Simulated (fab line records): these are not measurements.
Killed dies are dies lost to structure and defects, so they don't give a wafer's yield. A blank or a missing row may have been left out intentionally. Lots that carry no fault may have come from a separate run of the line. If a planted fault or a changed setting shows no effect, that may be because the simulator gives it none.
Chamber matching ; flow sfqLine ; SFQ_TRILAYER_A5C_DEP_PECVD_142 on pecvd-02: 3 sister chambers
The step deposits SiO2 from SiH4/N2O, time 15.556 s, target thk 70 nm. 6 wafers are shown with their chamber, then 7 later ones without.

== WAFERS, EACH WITH ITS CHAMBER ==
wafer;chamber;throttleValvePct (%);heaterPowerW (W)
L825.4;0;24.5;86
L828.6;0;24.4;74
L831.3;2;25.6;88
L831.5;1;25.7;81
L832.2;2;25.5;86
L832.3;1;25.8;90

== WAFERS WITH NO CHAMBER GIVEN ==
wafer;throttleValvePct (%);heaterPowerW (W)
L832.6;24.5;89
L843.2;25.1;78
L843.3;26.5;81
L843.5;25.1;79
L846.1;26.6;87
L846.3;26.4;91
L846.5;25.1;88

== EACH ONE'S CHAMBER ==
wafer;from the rows above;in truth
L832.6;0;0
L843.2;2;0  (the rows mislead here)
L843.3;1;1
L843.5;2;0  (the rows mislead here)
L846.1;1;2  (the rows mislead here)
L846.3;1;1
L846.5;2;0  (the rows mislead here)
Correctly placed: 3 of 7. Not placeable from these rows: 0. Placed wrongly: 4.
How it was worked out, from the rows above alone: a wafer's distance from a chamber is the root of the sum, over the readings, of the square of ((its reading less the chamber's mean) divided by the reading's scatter). If the next closest chamber is less than 2 further off than the closest, the wafer can't be placed; otherwise it belongs to the closest. For every chamber, the mean is computed from those of its wafers that are shown. The scatter: the root of (the sum of the squares of (reading less its chamber's mean) over the shown wafers, divided by (wafers less chambers)).
